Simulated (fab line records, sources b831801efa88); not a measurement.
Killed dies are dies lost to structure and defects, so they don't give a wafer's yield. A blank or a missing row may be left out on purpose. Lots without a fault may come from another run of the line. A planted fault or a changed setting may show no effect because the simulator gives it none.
Which tool did it? | flow sky130 | 24 lots, 72 wafers sampled, at 4 steps of a route of 708

WHAT THE GAUGES READ, wafer by wafer
SKY_METAL3_OVL_MEAS_14. Usual: METAL3_OVL -4 nm, standard deviation 4.8.
lot  | measured     | on         | METAL3_OVL (nm) | flag
L074 | day 38 11:17 | overlay-02 | -4 -9 0         |
L075 | day 39 00:35 | overlay-01 | -12 -16 -11     |
L076 | day 39 07:56 | overlay-02 | -4 -2 -2        |
L079 | day 40 05:38 | overlay-01 | -7 -5 -1        |
L077 | day 40 06:02 | overlay-01 | -5 -5 0         |
L078 | day 40 08:28 | overlay-01 | -17 -9 -11      |
L080 | day 40 17:35 | overlay-02 | -1 -7 3         |
L081 | day 40 21:41 | overlay-01 | -9 -8 -8        |
L082 | day 41 01:24 | overlay-01 | -5 -7 -9        |
L083 | day 41 09:38 | overlay-01 | 1 -10 -2        |
L084 | day 41 18:03 | overlay-02 | -4 -1 -8        |
L085 | day 42 00:01 | overlay-01 | -4 -4 1         |
L086 | day 42 08:35 | overlay-02 | -7 -2 -3        |
L087 | day 42 14:41 | overlay-02 | -4 -4 -2        |
L088 | day 42 17:44 | overlay-02 | -7 -9 -7        |
L089 | day 43 01:35 | overlay-02 | -1 -8 -10       |
L090 | day 43 07:14 | overlay-02 | -7 -4 -11       |
L092 | day 43 16:51 | overlay-01 | 5 0 -3          |
L091 | day 43 18:11 | overlay-01 | -2 0 0          |
L093 | day 43 21:06 | overlay-01 | -7 -7 -9        |
L094 | day 44 12:55 | overlay-02 | -2 4 5          |
L095 | day 44 21:27 | overlay-01 | -2 0 -5         |
L096 | day 45 01:38 | overlay-02 | -4 0 0          |
L097 | day 45 09:50 | overlay-02 | -8 -8 -6        |

SKY_CAP2M_THK_MEAS_04: measures by xrf. Usual: CAP2M_TIN_THK 202.3 nm, standard deviation 2.7.
lot  | measured     | on            | CAP2M_TIN_THK (nm) | flag
L074 | day 39 16:15 | film_metro-01 | 203.5 202.1 200.6  |
L075 | day 40 04:43 | film_metro-01 | 199.1 204.3 203.8  |
L076 | day 40 12:25 | film_metro-04 | 198.6 197.5 199.3  |
L079 | day 41 09:16 | film_metro-01 | 203.7 200.5 199.3  |
L077 | day 41 09:37 | film_metro-04 | 200.3 199.3 197.8  |
L078 | day 41 12:31 | film_metro-04 | 201.6 200.4 200.5  |
L080 | day 41 21:02 | film_metro-04 | 199.6 202.5 199.1  |
L081 | day 42 00:41 | film_metro-01 | 200.6 201.8 202.4  |
L082 | day 42 05:10 | film_metro-02 | 203.0 205.9 200.2  |
L083 | day 42 12:52 | film_metro-02 | 204.0 203.2 205.6  |
L084 | day 42 20:37 | film_metro-01 | 202.6 199.0 199.4  |
L085 | day 43 02:59 | film_metro-04 | 200.0 199.8 199.7  |
L086 | day 43 11:30 | film_metro-02 | 203.5 200.6 204.4  |
L087 | day 43 16:46 | film_metro-02 | 200.3 203.3 201.4  |
L088 | day 43 20:18 | film_metro-01 | 204.7 199.9 201.4  |
L089 | day 44 04:41 | film_metro-01 | 205.3 203.2 203.1  |
L090 | day 44 09:32 | film_metro-01 | 202.5 200.4 203.1  |
L092 | day 44 18:55 | film_metro-01 | 204.6 206.5 205.2  |
L091 | day 44 20:20 | film_metro-02 | 206.0 203.7 202.4  |
L093 | day 44 23:13 | film_metro-02 | 207.4 203.1 203.6  |
L094 | day 45 13:58 | film_metro-04 | 200.0 199.7 202.9  |
L095 | day 45 22:26 | film_metro-02 | 208.0 206.2 207.9  |
L096 | day 46 02:33 | film_metro-02 | 200.6 203.6 206.3  |
L097 | day 46 10:07 | film_metro-02 | 202.4 205.9 206.8  |

WHICH TOOL RAN EACH LOT (tool, then ch and the chambers of the sampled wafers, then the start)
lot  | SKY_VIA2_ETCH_15                   | SKY_METAL3_SPUTTER_04
L074 | rie_diel-01 ch 0,2, day 36 04:28   | pvd_sputter-01, day 36 05:54
L075 | rie_diel-04 ch 0,1,3, day 36 19:44 | pvd_sputter-04, day 36 21:10
L076 | rie_diel-04 ch 0,1,3, day 37 01:38 | pvd_sputter-02, day 37 03:06
L079 | rie_diel-04 ch 0,3, day 38 00:58   | pvd_sputter-04, day 38 03:00
L077 | rie_diel-01 ch 0,1, day 38 01:55   | pvd_sputter-01, day 38 03:29
L078 | rie_diel-01 ch 1,2,3, day 38 03:19 | pvd_sputter-02, day 38 04:56
L080 | rie_diel-01 ch 1,2,3, day 38 13:11 | pvd_sputter-01, day 38 14:42
L081 | rie_diel-03 ch 0,3, day 38 17:47   | pvd_sputter-01, day 38 19:16
L082 | rie_diel-03 ch 0,2, day 38 21:13   | pvd_sputter-04, day 38 22:43
L083 | rie_diel-04 ch 1,3, day 39 05:46   | pvd_sputter-04, day 39 07:12
L084 | rie_diel-04 ch 0,3, day 39 13:44   | pvd_sputter-02, day 39 15:27
L085 | rie_diel-01 ch 0,1, day 39 21:47   | pvd_sputter-04, day 39 23:13
L086 | rie_diel-04 ch 0,2, day 40 07:34   | pvd_sputter-02, day 40 09:00
L087 | rie_diel-03 ch 1,3, day 40 11:37   | pvd_sputter-04, day 40 13:05
L088 | rie_diel-03 ch 0,3, day 40 15:08   | pvd_sputter-04, day 40 16:42
L089 | rie_diel-04 ch 0,3, day 41 00:11   | pvd_sputter-04, day 41 01:40
L090 | rie_diel-01 ch 0,3, day 41 07:28   | pvd_sputter-04, day 41 08:54
L092 | rie_diel-01 ch 0,3, day 41 15:49   | pvd_sputter-01, day 41 17:17
L091 | rie_diel-03 ch 0,3, day 41 17:11   | pvd_sputter-02, day 41 18:37
L093 | rie_diel-03 ch 1,2, day 41 19:26   | pvd_sputter-02, day 41 21:14
L094 | rie_diel-04 ch 2,3, day 42 12:29   | pvd_sputter-04, day 42 13:55
L095 | rie_diel-04 ch 0,3, day 42 21:17   | pvd_sputter-02, day 42 22:47
L096 | rie_diel-01 ch 0,1, day 43 01:31   | pvd_sputter-01, day 43 03:19
L097 | rie_diel-01 ch 0,1,3, day 43 11:20 | pvd_sputter-02, day 43 12:48
- SKY_VIA2_ETCH_15: etches SiO2 in C4F8/O2/Ar, stops on TiN, target depth 546 nm, time 84 s.
- SKY_METAL3_SPUTTER_04: material TiN, target thk 70 nm, time 58.3 s.

WHAT THE TOOLS THEMSELVES READ (means of the sampled wafers that have a number; where no wafer has one, the mark that the record gives instead)
SKY_VIA2_ETCH_15. Usual: chamber_pressure_mTorr 40.00 mTorr, standard deviation 0.035; oes_product_au 0.940 a.u., standard deviation 0.005.
lot  | tool        | chamber_pressure_mTorr (mTorr) | oes_product_au (a.u.) | flag
L074 | rie_diel-01 | 39.99                          | 0.946                 |
L075 | rie_diel-04 | 40.02                          | 0.945                 |
L076 | rie_diel-04 | 40.04                          | 0.937                 |
L079 | rie_diel-04 | 40.01                          | 0.941                 |
L077 | rie_diel-01 | 40.00                          | 0.936                 |
L078 | rie_diel-01 | 40.02                          | 0.939                 |
L080 | rie_diel-01 | 40.00                          | 0.943                 |
L081 | rie_diel-03 | 39.99                          | 0.947                 |
L082 | rie_diel-03 | 40.00                          | 0.947                 |
L083 | rie_diel-04 | 39.97                          | 0.939                 |
L084 | rie_diel-04 | 40.01                          | 0.938                 |
L085 | rie_diel-01 | 40.00                          | 0.938                 |
L086 | rie_diel-04 | 40.00                          | 0.938                 |
L087 | rie_diel-03 | 40.03                          | 0.941                 |
L088 | rie_diel-03 | 40.03                          | 0.940                 |
L089 | rie_diel-04 | 40.02                          | 0.941                 |
L090 | rie_diel-01 | 40.00                          | 0.943                 |
L092 | rie_diel-01 | 39.99                          | 0.940                 |
L091 | rie_diel-03 | 39.99                          | 0.941                 |
L093 | rie_diel-03 | 40.01                          | 0.942                 |
L094 | rie_diel-04 | 40.03                          | 0.939                 |
L095 | rie_diel-04 | 40.01                          | 0.936                 |
L096 | rie_diel-01 | 40.01                          | 0.936                 |
L097 | rie_diel-01 | 40.05                          | 0.942                 |

SKY_METAL3_SPUTTER_04. Usual: chamber_pressure_pa 0.4000 Pa, standard deviation 0.0007; throttle_valve_pct 30.2 %, standard deviation 1.2.
lot  | tool           | chamber_pressure_pa (Pa) | throttle_valve_pct (%) | flag
L074 | pvd_sputter-01 | 0.3998                   | 30.1                   |
L075 | pvd_sputter-04 | 0.3999                   | 29.2                   |
L076 | pvd_sputter-02 | 0.3996                   | 31.3                   |
L079 | pvd_sputter-04 | 0.4005                   | 29.0                   |
L077 | pvd_sputter-01 | 0.4000                   | 31.4                   |
L078 | pvd_sputter-02 | 0.3999                   | 31.5                   |
L080 | pvd_sputter-01 | 0.3995                   | 30.5                   |
L081 | pvd_sputter-01 | 0.3997                   | 29.3                   |
L082 | pvd_sputter-04 | 0.3997                   | 29.9                   |
L083 | pvd_sputter-04 | 0.4001                   | 29.2                   |
L084 | pvd_sputter-02 | 0.4001                   | 31.7                   |
L085 | pvd_sputter-04 | 0.3989                   | 29.2                   |
L086 | pvd_sputter-02 | 0.4000                   | 31.5                   |
L087 | pvd_sputter-04 | 0.3999                   | 28.9                   |
L088 | pvd_sputter-04 | 0.4003                   | 29.2                   |
L089 | pvd_sputter-04 | 0.4004                   | 29.0                   |
L090 | pvd_sputter-04 | 0.3990                   | 28.6                   |
L092 | pvd_sputter-01 | 0.3997                   | 29.6                   |
L091 | pvd_sputter-02 | 0.4003                   | 31.1                   |
L093 | pvd_sputter-02 | 0.4006                   | 31.0                   |
L094 | pvd_sputter-04 | 0.4000                   | 29.7                   |
L095 | pvd_sputter-02 | 0.3999                   | 31.1                   |
L096 | pvd_sputter-01 | 0.4003                   | 30.6                   |
L097 | pvd_sputter-02 | 0.4005                   | 30.8                   |

THE ANSWER, worked out from the rows above alone
Rule: a lot is off if the mean of its wafers that have a number lies more than 3 standard deviations from the usual mean. A lot without any number at a reading at which 4 lots or more have one is off too. The other lots that the step has rows for count as sound. The gauges are gone through in route order, then the tools' own readings, and for those a lot's mean is taken as printed above. The first step at which some lot is off is used, and at that step the reading that is off furthest; a lot without a number counts as furthest.
No lot is off at any reading shown: from this, nothing can be told.

WHAT THE SIMULATOR HAD PUT IN
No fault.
